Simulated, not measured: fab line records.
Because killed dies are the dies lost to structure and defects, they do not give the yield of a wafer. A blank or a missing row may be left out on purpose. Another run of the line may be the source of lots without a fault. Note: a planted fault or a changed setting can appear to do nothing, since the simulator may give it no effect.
Which tool is to blame? | flow gf180mcu | 15 lots, 45 wafers sampled, at 4 steps of a route of 602

== WHAT THE GAUGES READ, wafer by wafer ==
GF_CONTACT_OVL_MEAS_15.
lot  | measured     | on         | CONTACT_OVL (nm)
L730 | day 15 23:38 | overlay-02 | 5 4 -1
L731 | day 16 09:26 | overlay-01 | 5 -3 -6
L733 | day 17 02:10 | overlay-02 | -5 -2 7
L734 | day 17 15:52 | overlay-02 | 1 3 7
L735 | day 18 03:44 | overlay-02 | -1 -1 0
L736 | day 18 14:58 | overlay-01 | -3 -6 -2
L738 | day 19 00:31 | overlay-02 | -5 -8 -2
L739 | day 19 12:28 | overlay-01 | 4 -1 -3
L742 | day 20 12:40 | overlay-02 | 0 0 -2
L744 | day 21 06:10 | overlay-01 | 5 -3 -3
L745 | day 21 13:50 | overlay-01 | 13 8 13
L746 | day 21 20:01 | overlay-01 | -6 -11 -3
L748 | day 22 17:04 | overlay-02 | 9 5 -2
L751 | day 23 12:01 | overlay-02 | 4 4 8
L753 | day 24 14:04 | overlay-02 | 2 2 2

GF_V1_BOW_MEAS_05.
lot  | measured     | on           | V1_BOW (um)
L730 | day 17 00:45 | filmMetro-01 | 92 81 99
L731 | day 17 13:23 | filmMetro-02 | 80 82 97
L733 | day 18 03:20 | filmMetro-01 | 83 79 97
L734 | day 18 17:43 | filmMetro-02 | 83 74 78
L735 | day 19 06:33 | filmMetro-01 | 87 89 96
L736 | day 19 17:10 | filmMetro-02 | 101 95 91
L738 | day 20 03:20 | filmMetro-04 | 90 76 90
L739 | day 20 15:38 | filmMetro-04 | 69 87 74
L742 | day 21 15:40 | filmMetro-01 | 102 80 80
L748 | day 23 18:19 | filmMetro-01 | 82 86 75
L751 | day 24 13:20 | filmMetro-01 | 72 71 84
L753 | day 25 14:07 | filmMetro-02 | 96 92 72

== EACH LOT AND THE TOOL THAT RAN IT (in order: tool; ch and the chambers of the sampled wafers; start) ==
lot  | GF_M1_METAL_ETCH_16              | GF_M1_STRIP_17
L730 | rieMetal-02 ch 0,1, day 16 23:32 | plasmaAsher-01 ch 0,1, day 16 23:39
L731 | rieMetal-01 ch 1, day 17 09:41   | plasmaAsher-04 ch 0,1, day 17 09:52
L733 | rieMetal-01 ch 0,1, day 18 02:07 | plasmaAsher-02 ch 0,1, day 18 02:14
L734 | rieMetal-02 ch 0,1, day 18 16:28 | plasmaAsher-01 ch 0,1, day 18 16:35
L735 | rieMetal-03 ch 0,1, day 19 05:20 | plasmaAsher-02 ch 0,1, day 19 05:27
L736 | rieMetal-01 ch 0,1, day 19 15:58 | plasmaAsher-01 ch 0, day 19 16:05
L738 | rieMetal-03 ch 0,1, day 20 02:01 | plasmaAsher-01 ch 0,1, day 20 02:08
L739 | rieMetal-03 ch 0,1, day 20 14:25 | plasmaAsher-04 ch 0,1, day 20 14:32
L742 | rieMetal-02 ch 0,1, day 21 14:22 | plasmaAsher-02 ch 0, day 21 14:29
L744 | rieMetal-02 ch 0,1, day 22 06:52 | plasmaAsher-04 ch 0,1, day 22 06:59
L745 | rieMetal-03 ch 0,1, day 22 14:36 | plasmaAsher-01 ch 0,1, day 22 14:43
L746 | rieMetal-03 ch 0,1, day 22 21:01 | plasmaAsher-04 ch 0,1, day 22 21:08
L748 | rieMetal-01 ch 0,1, day 23 17:06 | plasmaAsher-01 ch 0,1, day 23 17:13
L751 | rieMetal-03 ch 0,1, day 24 12:04 | plasmaAsher-04 ch 0,1, day 24 12:10
L753 | rieMetal-02 ch 1, day 25 12:54   | plasmaAsher-04 ch 0,1, day 25 13:01
- GF_M1_METAL_ETCH_16: etches the open film in Cl2/BCl3, stops on SiO2, target depth 627.5 nm, time 104.6 s.
- GF_M1_STRIP_17: strips in O2/N2.

== AS READ BY THE TOOLS THEMSELVES (means over the sampled wafers that have a number; for cases with no such wafer, the mark the record gives instead) ==
GF_M1_METAL_ETCH_16.
lot  | tool        | bcl3FlowSccm (sccm) | biasW (W) | drypumpMotorCurrentA (A) | oesProductAu (a.u.) | throttleValvePct (%)
L730 | rieMetal-02 | 39.90               | 139.9     | 5.9                      | 0.974               | 28.247
L731 | rieMetal-01 | 40.01               | 139.5     | 5.8                      | 0.981               | 28.247
L733 | rieMetal-01 | 39.93               | 140.3     | 5.8                      | 0.972               | 28.242
L734 | rieMetal-02 | 39.98               | 139.9     | 5.9                      | 0.972               | 28.243
L735 | rieMetal-03 | 39.93               | 140.2     | 6.4                      | 0.970               | 28.249
L736 | rieMetal-01 | 39.94               | 139.4     | 5.8                      | 0.966               | 28.251
L738 | rieMetal-03 | 40.09               | 140.2     | 6.5                      | 0.976               | 28.246
L739 | rieMetal-03 | 39.96               | 140.0     | 6.5                      | 0.985               | 28.247
L742 | rieMetal-02 | 39.96               | 139.8     | 5.9                      | 0.970               | 28.263
L744 | rieMetal-02 | -                   | -         | -                        | -                   | -
L745 | rieMetal-03 | -                   | -         | -                        | -                   | -
L746 | rieMetal-03 | -                   | -         | -                        | -                   | -
L748 | rieMetal-01 | 39.96               | 139.9     | 5.8                      | 0.977               | 28.240
L751 | rieMetal-03 | 40.13               | 140.2     | 6.3                      | 0.966               | 28.245
L753 | rieMetal-02 | 40.11               | 139.8     | 6.3                      | 0.979               | 28.244

GF_M1_STRIP_17.
lot  | tool           | drypumpMotorCurrentA (A) | heaterPowerW (W) | oesProductAu (a.u.) | stripTimeToEndpointS (s)
L730 | plasmaAsher-01 | 5.6                      | 320              | 0.560               | 7.92
L731 | plasmaAsher-04 | 5.3                      | 346              | 0.551               | 7.78
L733 | plasmaAsher-02 | 5.9                      | 318              | 0.554               | 7.84
L734 | plasmaAsher-01 | 5.6                      | 327              | 0.555               | 7.85
L735 | plasmaAsher-02 | 5.5                      | 358              | 0.554               | 7.83
L736 | plasmaAsher-01 | 5.7                      | 340              | 0.554               | 7.80
L738 | plasmaAsher-01 | 5.6                      | 318              | 0.554               | 7.80
L739 | plasmaAsher-04 | 5.9                      | 353              | 0.560               | 7.87
L742 | plasmaAsher-02 | 6.2                      | 282              | 0.556               | 7.88
L744 | plasmaAsher-04 | 5.3                      | 351              | 0.655               | 10.19
L745 | plasmaAsher-01 | 5.7                      | 334              | 0.657               | 10.22
L746 | plasmaAsher-04 | 5.3                      | 344              | 0.661               | 10.19
L748 | plasmaAsher-01 | 5.6                      | 322              | 0.557               | 7.80
L751 | plasmaAsher-04 | 5.3                      | 343              | 0.557               | 7.88
L753 | plasmaAsher-04 | 5.9                      | 349              | 0.559               | 7.88

== THE ANSWER, worked out from the rows above alone ==
Rule: what is usual is taken from the lots themselves. Put in order of their means at a reading, lots are off if they are a third of the lots or fewer, leave a main group of 4 or more, and stand apart from it by a gap of 3 or more times the standard deviation of the main group's means; of several such gaps the widest counts. Not used: any main group whose means are identical at the precision the tables above print for the reading. A lot without any number at a reading at which 4 lots or more have one is off too. Where the step has rows for the other lots, those lots are counted as sound. First the gauges in route order, then the tools' own readings, where a lot's mean is used as printed above. At the first step where some lot is off, the reading lying furthest off is the one used; lots without a number count as furthest.
Off: L744, L745, L746, at GF_M1_METAL_ETCH_16 (bcl3FlowSccm). Without a number there: L744, L745, L746. The main group has a mean of 39.99 sccm with a standard deviation of 0.074.
A tool fits if, at that step or a process step before it, it ran every lot that is off, and no sound lot after the first of them. No candidate that was tried fits.

== WHAT HAD BEEN PUT IN BY THE SIMULATOR ==
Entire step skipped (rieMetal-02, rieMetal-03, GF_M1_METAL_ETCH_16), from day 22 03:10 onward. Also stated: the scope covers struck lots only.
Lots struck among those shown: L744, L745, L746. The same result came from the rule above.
